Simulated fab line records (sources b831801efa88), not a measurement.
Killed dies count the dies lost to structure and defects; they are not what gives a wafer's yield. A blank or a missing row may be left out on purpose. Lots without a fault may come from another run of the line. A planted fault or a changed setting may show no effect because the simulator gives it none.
Chamber matching | flow gf180mcu | 4 sister chambers for GF_V3_CMP_04 on cmp-01
The step polishes SiO2. 7 wafers are shown with their chamber, then 8 later ones without.

== WAFERS, EACH WITH ITS CHAMBER ==
wafer  | chamber | motorCurrentA (A) | timeToEndpointS (s)
L354.6 | 1       | 11.2              | 83
L355.1 | 0       | 13.9              | 73
L363.4 | 0       | 14.0              | 83
L365.1 | 3       | 15.6              | 76
L365.3 | 2       | 11.4              | 75
L365.4 | 1       | 11.8              | 79
L366.1 | 3       | 15.2              | 79

== WAFERS WITH NO CHAMBER GIVEN ==
wafer  | motorCurrentA (A) | timeToEndpointS (s)
L366.3 | 14.3              | 71
L366.4 | 11.8              | 91
L373.2 | 11.3              | 83
L373.3 | 13.9              | 84
L373.4 | 15.5              | 91
L374.1 | 14.3              | 75
L374.3 | 11.2              | 78
L374.6 | 14.1              | 85

== CHAMBER TAKEN BY EACH ==
wafer  | from the rows above     | in truth
L366.3 | 0                       | 0
L366.4 | can't be placed: 1 or 2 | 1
L373.2 | can't be placed: 1 or 2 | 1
L373.3 | 0                       | 0
L373.4 | 3                       | 3
L374.1 | 0                       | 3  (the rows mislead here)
L374.3 | can't be placed: 2 or 1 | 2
L374.6 | 0                       | 0
4 of 8 placed correctly. These rows do not allow placing 3 (true chamber among the candidates in 3). 1 placed wrongly.
How it was worked out, from the rows above alone: a wafer's distance from a chamber is the root of the sum, over the readings, of the square of ((its reading less the chamber's mean) divided by the reading's scatter). The wafer belongs to the nearest chamber; if the next one is less than 2 further off, it can't be placed. A chamber's mean is the mean of its shown wafers. The scatter is the square root of a quotient: the sum, over the shown wafers, of each reading's squared deviation from its chamber's mean, divided by wafers minus chambers.
